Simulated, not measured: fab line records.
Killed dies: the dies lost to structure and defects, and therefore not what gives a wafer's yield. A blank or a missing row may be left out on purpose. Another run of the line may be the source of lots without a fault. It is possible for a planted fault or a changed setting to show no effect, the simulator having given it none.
Which tool did it? || flow sky130 || Sampling: 13 lots, 39 wafers, 5 of 708 route steps

== WHAT THE GAUGES SHOWED, per wafer ==
SKY_VT_ADJUST_HVTR_CD_MEAS_07: the cd target is 380 nm.
{"lot": "L178", "measured": "day 9 13:34", "on": "cd_sem-02", "cd_nm (nm)": "377.1 379.8 377.2"}
{"lot": "L181", "measured": "day 10 10:05", "on": "cd_sem-01", "cd_nm (nm)": "378.6 378.3 380.2"}
{"lot": "L182", "measured": "day 10 12:37", "on": "cd_sem-01", "cd_nm (nm)": "379.5 377.3 377.6"}
{"lot": "L183", "measured": "day 11 00:16", "on": "cd_sem-02", "cd_nm (nm)": "378.3 377.0 380.3"}
{"lot": "L184", "measured": "day 11 08:38", "on": "cd_sem-02", "cd_nm (nm)": "382.2 379.8 381.7"}
{"lot": "L185", "measured": "day 11 14:02", "on": "cd_sem-02", "cd_nm (nm)": "381.0 380.5 379.9"}
{"lot": "L186", "measured": "day 11 20:24", "on": "cd_sem-02", "cd_nm (nm)": "378.9 376.9 377.2"}
{"lot": "L187", "measured": "day 12 07:05", "on": "cd_sem-01", "cd_nm (nm)": "382.6 382.1 382.8"}
{"lot": "L188", "measured": "day 12 17:08", "on": "cd_sem-01", "cd_nm (nm)": "381.2 379.4 381.6"}
{"lot": "L194", "measured": "day 14 13:29", "on": "cd_sem-02", "cd_nm (nm)": "380.3 382.8 381.3"}
{"lot": "L197", "measured": "day 15 17:59", "on": "cd_sem-02", "cd_nm (nm)": "381.1 379.3 379.7"}
{"lot": "L198", "measured": "day 15 23:37", "on": "cd_sem-02", "cd_nm (nm)": "377.4 376.9 378.2"}
{"lot": "L199", "measured": "day 16 01:06", "on": "cd_sem-02", "cd_nm (nm)": "381.3 382.5 383.8"}

SKY_GATE_OXIDE_OVL_MEAS_10.
{"lot": "L178", "measured": "day 14 02:01", "on": "overlay-02", "GATE_OXIDE_OVL (nm)": "1.5 0.7 0.3"}
{"lot": "L181", "measured": "day 15 00:17", "on": "overlay-01", "GATE_OXIDE_OVL (nm)": "-1.6 3.4 1.8"}
{"lot": "L182", "measured": "day 15 00:34", "on": "overlay-01", "GATE_OXIDE_OVL (nm)": "0.9 0.2 2.3"}
{"lot": "L183", "measured": "day 15 17:19", "on": "overlay-02", "GATE_OXIDE_OVL (nm)": "-0.2 0.1 -1.3"}
{"lot": "L184", "measured": "day 15 23:09", "on": "overlay-02", "GATE_OXIDE_OVL (nm)": "1.8 0.4 -1.1"}
{"lot": "L185", "measured": "day 16 03:44", "on": "overlay-01", "GATE_OXIDE_OVL (nm)": "-0.5 1.6 -1.0"}
{"lot": "L186", "measured": "day 16 12:55", "on": "overlay-01", "GATE_OXIDE_OVL (nm)": "-2.4 -1.8 -2.6"}
{"lot": "L187", "measured": "day 17 07:06", "on": "overlay-01", "GATE_OXIDE_OVL (nm)": "-1.1 -0.7 -3.1"}
{"lot": "L188", "measured": "day 18 05:54", "on": "overlay-01", "GATE_OXIDE_OVL (nm)": "-0.5 -1.5 -1.9"}
{"lot": "L194", "measured": "day 19 19:07", "on": "overlay-01", "GATE_OXIDE_OVL (nm)": "0.5 -1.8 1.6"}
{"lot": "L197", "measured": "day 21 05:00", "on": "overlay-01", "GATE_OXIDE_OVL (nm)": "-1.4 -1.7 -1.7"}
{"lot": "L198", "measured": "day 21 09:08", "on": "overlay-01", "GATE_OXIDE_OVL (nm)": "-2.0 -0.7 -1.0"}
{"lot": "L199", "measured": "day 21 17:46", "on": "overlay-02", "GATE_OXIDE_OVL (nm)": "-2.4 -0.3 0.4"}

SKY_POLY_GATE_THK_MEAS_04.
{"lot": "L178", "measured": "day 15 18:28", "on": "film_metro-03", "POLY_GATE_CVD_03_THK (nm)": "74.0 74.7 74.8"}
{"lot": "L181", "measured": "day 16 08:52", "on": "film_metro-03", "POLY_GATE_CVD_03_THK (nm)": "74.8 75.2 74.6"}
{"lot": "L182", "measured": "day 16 10:13", "on": "film_metro-03", "POLY_GATE_CVD_03_THK (nm)": "75.7 75.1 75.0"}
{"lot": "L183", "measured": "day 17 03:48", "on": "film_metro-03", "POLY_GATE_CVD_03_THK (nm)": "74.3 74.9 74.9"}
{"lot": "L184", "measured": "day 17 17:25", "on": "film_metro-04", "POLY_GATE_CVD_03_THK (nm)": "74.0 74.0 74.2"}
{"lot": "L185", "measured": "day 17 17:25", "on": "film_metro-03", "POLY_GATE_CVD_03_THK (nm)": "74.8 73.9 74.1"}
{"lot": "L186", "measured": "day 18 05:56", "on": "film_metro-04", "POLY_GATE_CVD_03_THK (nm)": "74.3 74.6 74.8"}
{"lot": "L187", "measured": "day 18 21:16", "on": "film_metro-04", "POLY_GATE_CVD_03_THK (nm)": "76.2 75.4 75.6"}
{"lot": "L188", "measured": "day 19 19:44", "on": "film_metro-03", "POLY_GATE_CVD_03_THK (nm)": "75.4 75.3 75.0"}
{"lot": "L194", "measured": "day 21 06:36", "on": "film_metro-02", "POLY_GATE_CVD_03_THK (nm)": "74.9 75.6 75.1"}
{"lot": "L197", "measured": "day 22 17:51", "on": "film_metro-04", "POLY_GATE_CVD_03_THK (nm)": "75.3 75.7 75.1"}
{"lot": "L198", "measured": "day 22 21:55", "on": "film_metro-03", "POLY_GATE_CVD_03_THK (nm)": "75.6 75.2 76.1"}
{"lot": "L199", "measured": "day 23 06:16", "on": "film_metro-04", "POLY_GATE_CVD_03_THK (nm)": "74.7 74.9 75.1"}

== TOOL THAT RAN EACH LOT (tool first, then ch and the chambers of the sampled wafers, then the start) ==
{"lot": "L178", "SKY_RES_PROTECT_COAT_02": "litho_track-03 ch 0, day 14 18:27", "SKY_RES_PROTECT_STRIP_07": "plasma_asher-03 ch 0,1, day 15 08:09"}
{"lot": "L181", "SKY_RES_PROTECT_COAT_02": "litho_track-03 ch 0, day 15 17:17", "SKY_RES_PROTECT_STRIP_07": "plasma_asher-01 ch 0,1, day 16 07:17"}
{"lot": "L182", "SKY_RES_PROTECT_COAT_02": "litho_track-02 ch 0, day 15 17:23", "SKY_RES_PROTECT_STRIP_07": "plasma_asher-03 ch 0,1, day 16 07:22"}
{"lot": "L183", "SKY_RES_PROTECT_COAT_02": "litho_track-02 ch 0, day 16 11:05", "SKY_RES_PROTECT_STRIP_07": "plasma_asher-03 ch 0,1, day 17 01:30"}
{"lot": "L184", "SKY_RES_PROTECT_COAT_02": "litho_track-03 ch 0, day 16 22:05", "SKY_RES_PROTECT_STRIP_07": "plasma_asher-02 ch 0,1, day 17 12:50"}
{"lot": "L185", "SKY_RES_PROTECT_COAT_02": "litho_track-04 ch 0, day 16 22:00", "SKY_RES_PROTECT_STRIP_07": "plasma_asher-01 ch 0,1, day 17 12:37"}
{"lot": "L186", "SKY_RES_PROTECT_COAT_02": "litho_track-03 ch 0, day 17 07:36", "SKY_RES_PROTECT_STRIP_07": "plasma_asher-02 ch 0,1, day 17 23:31"}
{"lot": "L187", "SKY_RES_PROTECT_COAT_02": "litho_track-04 ch 0, day 18 01:09", "SKY_RES_PROTECT_STRIP_07": "plasma_asher-02 ch 0,1, day 18 16:23"}
{"lot": "L188", "SKY_RES_PROTECT_COAT_02": "litho_track-04 ch 0, day 19 00:19", "SKY_RES_PROTECT_STRIP_07": "plasma_asher-01 ch 0,1, day 19 16:26"}
{"lot": "L194", "SKY_RES_PROTECT_COAT_02": "litho_track-02 ch 0, day 20 14:10", "SKY_RES_PROTECT_STRIP_07": "plasma_asher-03 ch 0,1, day 21 04:57"}
{"lot": "L197", "SKY_RES_PROTECT_COAT_02": "litho_track-04 ch 0, day 21 23:46", "SKY_RES_PROTECT_STRIP_07": "plasma_asher-02 ch 0,1, day 22 15:36"}
{"lot": "L198", "SKY_RES_PROTECT_COAT_02": "litho_track-04 ch 0, day 22 03:55", "SKY_RES_PROTECT_STRIP_07": "plasma_asher-02 ch 0,1, day 22 19:41"}
{"lot": "L199", "SKY_RES_PROTECT_COAT_02": "litho_track-04 ch 0, day 22 11:22", "SKY_RES_PROTECT_STRIP_07": "plasma_asher-01 ch 0,1, day 23 03:05"}
- SKY_RES_PROTECT_COAT_02: resist thk 1140 nm.
- SKY_RES_PROTECT_STRIP_07: strips in O2/N2.

== AS READ BY THE TOOLS THEMSELVES (means over the sampled wafers that have a number; for cases with no such wafer, the mark the record gives instead) ==
SKY_RES_PROTECT_STRIP_07.
{"lot": "L178", "tool": "plasma_asher-03", "drypump_motor_current_A (A)": 5.6, "o2_flow_sccm (sccm)": 2998, "oes_product_au (a.u.)": 0.516, "strip_time_to_endpoint_s (s)": 23.30}
{"lot": "L181", "tool": "plasma_asher-01", "drypump_motor_current_A (A)": 5.3, "o2_flow_sccm (sccm)": 3004, "oes_product_au (a.u.)": 0.519, "strip_time_to_endpoint_s (s)": 23.33}
{"lot": "L182", "tool": "plasma_asher-03", "drypump_motor_current_A (A)": 5.5, "o2_flow_sccm (sccm)": 3001, "oes_product_au (a.u.)": 0.522, "strip_time_to_endpoint_s (s)": 23.37}
{"lot": "L183", "tool": "plasma_asher-03", "drypump_motor_current_A (A)": 5.5, "o2_flow_sccm (sccm)": 2998, "oes_product_au (a.u.)": 0.520, "strip_time_to_endpoint_s (s)": 23.41}
{"lot": "L184", "tool": "plasma_asher-02", "drypump_motor_current_A (A)": 5.3, "o2_flow_sccm (sccm)": 2997, "oes_product_au (a.u.)": 0.521, "strip_time_to_endpoint_s (s)": 23.30}
{"lot": "L185", "tool": "plasma_asher-01", "drypump_motor_current_A (A)": 5.8, "o2_flow_sccm (sccm)": 3008, "oes_product_au (a.u.)": 0.517, "strip_time_to_endpoint_s (s)": 23.26}
{"lot": "L186", "tool": "plasma_asher-02", "drypump_motor_current_A (A)": 5.4, "o2_flow_sccm (sccm)": 2996, "oes_product_au (a.u.)": 0.520, "strip_time_to_endpoint_s (s)": 23.31}
{"lot": "L187", "tool": "plasma_asher-02", "drypump_motor_current_A (A)": 5.3, "o2_flow_sccm (sccm)": 3002, "oes_product_au (a.u.)": 0.518, "strip_time_to_endpoint_s (s)": 23.33}
{"lot": "L188", "tool": "plasma_asher-01", "drypump_motor_current_A (A)": 5.3, "o2_flow_sccm (sccm)": 2994, "oes_product_au (a.u.)": 0.519, "strip_time_to_endpoint_s (s)": 23.31}
{"lot": "L194", "tool": "plasma_asher-03", "drypump_motor_current_A (A)": 5.6, "o2_flow_sccm (sccm)": 2992, "oes_product_au (a.u.)": 0.516, "strip_time_to_endpoint_s (s)": 23.27}
{"lot": "L197", "tool": "plasma_asher-02", "drypump_motor_current_A (A)": 5.4, "o2_flow_sccm (sccm)": 3009, "oes_product_au (a.u.)": 0.525, "strip_time_to_endpoint_s (s)": 24.13}
{"lot": "L198", "tool": "plasma_asher-02", "drypump_motor_current_A (A)": 5.4, "o2_flow_sccm (sccm)": 3002, "oes_product_au (a.u.)": 0.523, "strip_time_to_endpoint_s (s)": 24.16}
{"lot": "L199", "tool": "plasma_asher-01", "drypump_motor_current_A (A)": 5.3, "o2_flow_sccm (sccm)": 3004, "oes_product_au (a.u.)": 0.519, "strip_time_to_endpoint_s (s)": 24.15}

== THE ANSWER, worked out from the rows above alone ==
Rule: what is usual is taken from the lots themselves. The widest of any qualifying gaps counts: lots, ordered by their means at a reading, are off when they make up no more than a third of the lots, leave a main group of 4 or more, and stand apart from it by 3 or more times the standard deviation of that group's means. If all means in a main group match to the digits the tables above print for the reading, that group is not used. A lot without any number at a reading at which 4 lots or more have one is off too. Any other lot the step has rows for is counted as sound. Order of review: gauges by route order, followed by the tools' own readings, for which a lot's mean as printed above is used. At the first step where some lot is off, the reading lying furthest off is the one used; lots without a number count as furthest.
Off at SKY_RES_PROTECT_STRIP_07 (strip_time_to_endpoint_s): L197, L198, L199. Main group: mean 23.32 s, sd 0.042.
If a tool, at that step or one of the process steps before it, ran each lot that is off and ran no sound lot following the first of them, it fits. One candidate fits, namely litho_track-04 at SKY_RES_PROTECT_COAT_02. Its last sound lot is L188 (day 19 00:19), its first lot that is off L197 (day 21 23:46): a fault that began between those two fits.

== WHAT THE SIMULATOR PUT IN ==
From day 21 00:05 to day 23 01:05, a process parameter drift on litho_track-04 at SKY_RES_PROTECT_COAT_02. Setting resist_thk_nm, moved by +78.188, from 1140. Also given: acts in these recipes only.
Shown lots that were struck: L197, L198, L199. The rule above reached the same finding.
